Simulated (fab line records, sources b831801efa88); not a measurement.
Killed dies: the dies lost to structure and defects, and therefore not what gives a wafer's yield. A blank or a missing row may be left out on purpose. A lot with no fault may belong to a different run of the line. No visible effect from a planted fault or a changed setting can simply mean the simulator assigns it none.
fab line records	flow sky130	part 2 of 2: steps 33 to 44 of 44
record lots=5	wafers=15	lastDay=50
route steps=708 shown CAP2M@609 METAL4@621 VIA4@639
lots with no fault: from the same line, run without faults
startH: hours from the record's first day to the start of the lot's first wafer shown	waitH: hours from the lot's prior step to this one	" the same as in the row above	L1.1+2: a row that stands for several wafers	- no value present, or no start provided	* or withheld: withheld	< > ~ a bound
route shown NAME@n: a module of which the file shows steps, and the number in the route of the first	usual: mean/standard deviation of fault-free wafers	same: alike in all rows	chamber/n: place in a boat	sites: readings site by site	_std_site: the standard deviation of these	_edge_site: the outer-site mean with the inner-site mean subtracted	radiusMm: for every site, how far away it sits from the centre of the wafer	mask NAME#n: copy n	behind: tool/chamber where the wafer was last shaped	hold: why the lot was held/for how many hours/how that ended	device: whichever transistor did not switch (one of n, p or np)	end of line: the same wafers' tests at the end of the route	a step with no rows: only its recipe	killed: dies that structure and defects cost at the first sort, which is not the same as the wafer's yield	map: the dies of a wafer, with x for killed, . for not killed, _ for no die there
set.NAME: the run value of the setting; set.NAME@STEP: its run value at that earlier step	model.NAME: the simulator's own value behind a step, which no gauge read
lots seen at some steps along the route; tables by step, rows by wafer
services: the hour from which a tool's chamber was out of use, counted from the record's first day as startH (under 0 if before that day), plus the number of hours and why
## steps
# step SKY_VIA4_CMP_02
# recipe material=SiO2	downForcePsi=4	platenRpm=60	padVelocityMS=0.94248
# usual headPressurePsi=4.000/0.0083	motorCurrentA=11.5/1.2	platenRpm=60.00/0.037	slurryFlowMlMin=150.0/0.46
lot.wafer	tool	chamber	startH	waitH	headPressurePsi	motorCurrentA	platenRpm	slurryFlowMlMin
L074.4	cmp-02	1	988.66	0.0	3.995	11.6	60.02	150.5
L074.6	"	1	"	"	3.988	11.8	59.96	150.0
L074.5	"	2	"	"	3.992	12.5	60.02	150.6
L076.1	cmp-01	1	1001.39	0.1	3.999	10.3	59.90	150.0
L076.3	"	0	"	"	3.988	12.1	60.01	150.0
L076.6	"	1	"	"	4.011	9.9	60.00	149.7
L080.4	cmp-01	0	1032.08	0.0	4.018	13.2	60.04	148.9
L080.5	"	0	"	"	3.996	12.0	59.99	150.3
L080.6	"	1	"	"	4.003	10.5	60.07	150.4
L087.1	cmp-02	1	1076.97	0.1	3.988	11.7	59.98	149.7
L087.2	"	2	"	"	4.002	13.0	60.03	149.8
L087.3	"	0	"	"	3.989	11.8	60.03	150.0
L091.3	cmp-01	3	1111.18	0.1	3.999	9.4	60.00	150.5
L091.5	"	1	"	"	3.993	10.3	59.97	150.3
L091.6	"	2	"	"	4.012	10.6	59.95	150.1
# step SKY_VIA4_BOW_MEAS_03
# recipe mode=bow
# usual VIA4_BOW=80/8.7
lot.wafer	tool	chamber	startH	waitH	VIA4_BOW[um]
L074.4	filmMetro-04	-	989.02	0.3	71
L074.5	"	-	"	"	64
L074.6	"	-	"	"	66
L076.1	filmMetro-01	-	1001.69	0.2	83
L076.3	"	-	"	"	92
L076.6	"	-	"	"	85
L080.4	filmMetro-01	-	1032.44	0.3	81
L080.5	"	-	"	"	85
L080.6	"	-	"	"	70
L087.1	filmMetro-02	-	1077.27	0.2	93
L087.2	"	-	"	"	90
L087.3	"	-	"	"	93
L091.3	filmMetro-02	-	1111.42	0.2	75
L091.5	"	-	"	"	83
L091.6	"	-	"	"	77
# step SKY_VIA4_DEHYDRATE_04
# recipe tempC=200	timeS=60
lot.wafer	tool	chamber	startH	waitH
L074.4+5+6	lithoTrack-01	0	1000.63	11.6
L076.1+3+6	lithoTrack-02	0	1011.84	10.1
L080.4+5+6	lithoTrack-03	0	1043.39	10.9
L087.1+2+3	lithoTrack-03	0	1087.86	10.6
L091.3+5+6	lithoTrack-02	0	1120.45	9.0
# step SKY_VIA4_HMDS_05
# recipe primeTimeS=60	primeTempC=120
lot.wafer	tool	chamber	startH	waitH
L074.4+5+6	lithoTrack-01	0	1000.78	0.1
L076.1+3+6	lithoTrack-02	0	1011.99	0.1
L080.4+5+6	lithoTrack-03	0	1043.54	0.1
L087.1+2+3	lithoTrack-03	0	1088.01	0.1
L091.3+5+6	lithoTrack-02	0	1120.60	0.1
# step SKY_VIA4_COAT_06
# recipe resist=NOVOLAK	spinRpm=3000	resistThkNm=1140
lot.wafer	tool	chamber	startH	waitH
L074.4+5+6	lithoTrack-01	0	1000.93	0.1
L076.1+3+6	lithoTrack-02	0	1012.14	0.1
L080.4+5+6	lithoTrack-03	0	1043.69	0.1
L087.1+2+3	lithoTrack-03	0	1088.16	0.1
L091.3+5+6	lithoTrack-02	0	1120.75	0.1
# step SKY_VIA4_SOFTBAKE_07
# recipe tempC=90	timeS=60	resist=NOVOLAK
lot.wafer	tool	chamber	startH	waitH
L074.4+5+6	lithoTrack-01	0	1001.08	0.1
L076.1+3+6	lithoTrack-02	0	1012.29	0.1
L080.4+5+6	lithoTrack-03	0	1043.84	0.1
L087.1+2+3	lithoTrack-03	0	1088.31	0.1
L091.3+5+6	lithoTrack-02	0	1120.90	0.1
# step SKY_VIA4_EXPOSE_08
# recipe maskId=VIM4	na=0.6	sourceShape=conventional	sigmaOuter=0.6	polarization=unpolarized	targetCdNm=800	doseMj=132
# same sigmaOuter=0.6
lot.wafer	tool	chamber	startH	waitH	mask
L074.4+5+6	ilineStepper-02	0	-	-	VIM4#0
L076.1+3+6	ilineStepper-02	0	-	-	VIM4#0
L080.4+5+6	ilineStepper-01	0	-	-	VIM4#0
L087.1+2+3	ilineStepper-02	0	-	-	VIM4#0
L091.3+5+6	ilineStepper-01	0	-	-	VIM4#0
# step SKY_VIA4_PEB_09
# recipe tempC=withheld	timeS=*	resist=NOVOLAK
lot.wafer	tool	chamber	startH	waitH
L074.4+5+6	lithoTrack-01	0	-	-
L076.1+3+6	lithoTrack-01	0	-	-
L080.4+5+6	lithoTrack-03	0	-	-
L087.1+2+3	lithoTrack-03	0	-	-
L091.3+5+6	lithoTrack-01	0	-	-
# step SKY_VIA4_DEVELOP_10
# recipe resist=NOVOLAK	developer=TMAH	developTimeS=60	devTempC=23
lot.wafer	tool	chamber	startH	waitH
L074.4+5+6	lithoTrack-01	0	1011.73	0.1
L076.1+3+6	lithoTrack-01	0	1024.05	0.1
L080.4+5+6	lithoTrack-03	0	1054.59	0.1
L087.1+2+3	lithoTrack-03	0	1098.16	0.1
L091.3+5+6	lithoTrack-01	0	1131.70	0.1
# step SKY_VIA4_OVL_MEAS_11
# usual VIA4_OVL=-0.8/1.6
lot.wafer	tool	chamber	startH	waitH	VIA4_OVL[nm]
L074.4	overlay-02	-	1011.82	0.1	-0.3
L074.5	"	-	"	"	-1.0
L074.6	"	-	"	"	0.3
L076.1	overlay-02	-	1024.20	0.1	1.2
L076.3	"	-	"	"	0.3
L076.6	"	-	"	"	3.1
L080.4	overlay-01	-	1054.68	0.1	-0.7
L080.5	"	-	"	"	-0.4
L080.6	"	-	"	"	0.4
L087.1	overlay-01	-	1098.31	0.1	-0.2
L087.2	"	-	"	"	1.7
L087.3	"	-	"	"	-0.5
L091.3	overlay-01	-	1131.82	0.1	-1.5
L091.5	"	-	"	"	-1.1
L091.6	"	-	"	"	-1.3
# step SKY_VIA4_ETCH_12
# recipe target=SiO2	chemistry=C4F8/O2/Ar	stopOn=TiN	maskMaterial=NOVOLAK	sourceW=1500	biasW=1200	pressureMtorr=40	c4f8FlowSccm=withheld	O2_flow_sccm=6	Ar_flow_sccm=300	timeS=withheld	targetDepthA=5800
# usual oesProductAu=0.925/0.0044
lot.wafer	tool	chamber	startH	waitH	oesProductAu
L074.4	rieDiel-02	1	1011.84	0.0	0.924
L074.5	"	0	"	"	0.925
L074.6	"	3	"	"	0.925
L076.1	rieDiel-02	0	1024.24	0.0	0.928
L076.3	"	2	"	"	0.927
L076.6	"	2	"	"	0.921
L080.4	rieDiel-02	3	1054.70	0.0	0.922
L080.5	"	1	"	"	0.924
L080.6	"	0	"	"	0.927
L087.1	rieDiel-02	2	1098.35	0.0	0.928
L087.2	"	3	"	"	0.926
L087.3	"	1	"	"	0.928
L091.3	rieDiel-01	0	1131.84	0.0	0.929
L091.5	"	2	"	"	0.928
L091.6	"	1	"	"	0.930
# step SKY_VIA4_STRIP_13
# recipe chemistry=O2/N2	powerW=1400	pressureMtorr=1500	platenTempC=withheld	o2FlowSccm=3000	n2FlowSccm=300	overashFraction=0.5
# usual drypumpMotorCurrentA=5.9/0.43	oesProductAu=0.709/0.0049	stripTimeToEndpointS=12.80/0.031
lot.wafer	tool	chamber	startH	waitH	drypumpMotorCurrentA	oesProductAu	rfHoursCounterH	stripTimeToEndpointS
L074.4	plasmaAsher-01	0	1011.95	-	6.1	0.701	-	12.81
L074.5	"	1	"	"	5.9	0.705	-	12.81
L074.6	"	0	"	"	6.2	0.709	-	12.74
L076.1	plasmaAsher-02	0	1024.31	-	6.3	0.714	88	12.74
L076.3	"	1	"	"	5.2	0.696	-	12.79
L076.6	"	0	"	"	6.4	0.715	-	12.82
L080.4	plasmaAsher-02	1	1054.80	-	5.2	0.701	-	12.80
L080.5	"	1	"	"	5.2	0.707	-	12.82
L080.6	"	0	"	"	6.4	0.707	-	12.77
L087.1	plasmaAsher-02	0	1098.42	-	6.4	0.710	95	12.78
L087.2	"	1	"	"	5.2	0.715	95	12.77
L087.3	"	0	"	"	6.4	0.704	-	12.79
L091.3	plasmaAsher-01	0	1131.95	-	6.1	0.713	-	12.78
L091.5	"	0	"	"	6.1	0.714	-	12.82
L091.6	"	1	"	"	5.9	0.715	-	12.84
## services
tool	chamber	startH	hours	kind
wetBench-01	-	936.22	1.9	pm
hdpcvd-02	-	950.25	15.0	pm
krfScanner-01	-	955.24	1.3	pm
ilineStepper-02	-	960.47	1.7	pm
rieDiel-02	0	964.16	5.6	repair
plasmaAsher-01	-	967.37	3.0	repair
krfScanner-01	-	976.56	0.4	repair
rieDiel-02	2	978.31	6.6	repair
hdpcvd-02	-	989.00	1.0	repair
hdpcvd-02	-	1005.53	0.3	repair
krfScanner-01	-	1007.86	0.7	repair
krfScanner-01	-	1011.28	0.8	pm
krfScanner-01	-	1027.52	1.0	pm
hdpcvd-02	-	1033.90	1.1	repair
hdpcvd-02	1	1041.89	8.1	repair
plasmaAsher-01	-	1055.25	9.0	pm
plasmaAsher-01	-	1064.25	2.8	pm
ilineStepper-01	-	1073.87	1.7	pm
rieMetal-02	-	1073.95	14.6	pm
rieMetal-01	-	1081.40	2.8	pm
rieMetal-03	0	1093.02	21.8	repair
plasmaAsher-01	-	1099.30	2.7	repair
rieMetal-03	1	1100.85	13.2	repair
krfScanner-01	-	1131.14	1.3	pm
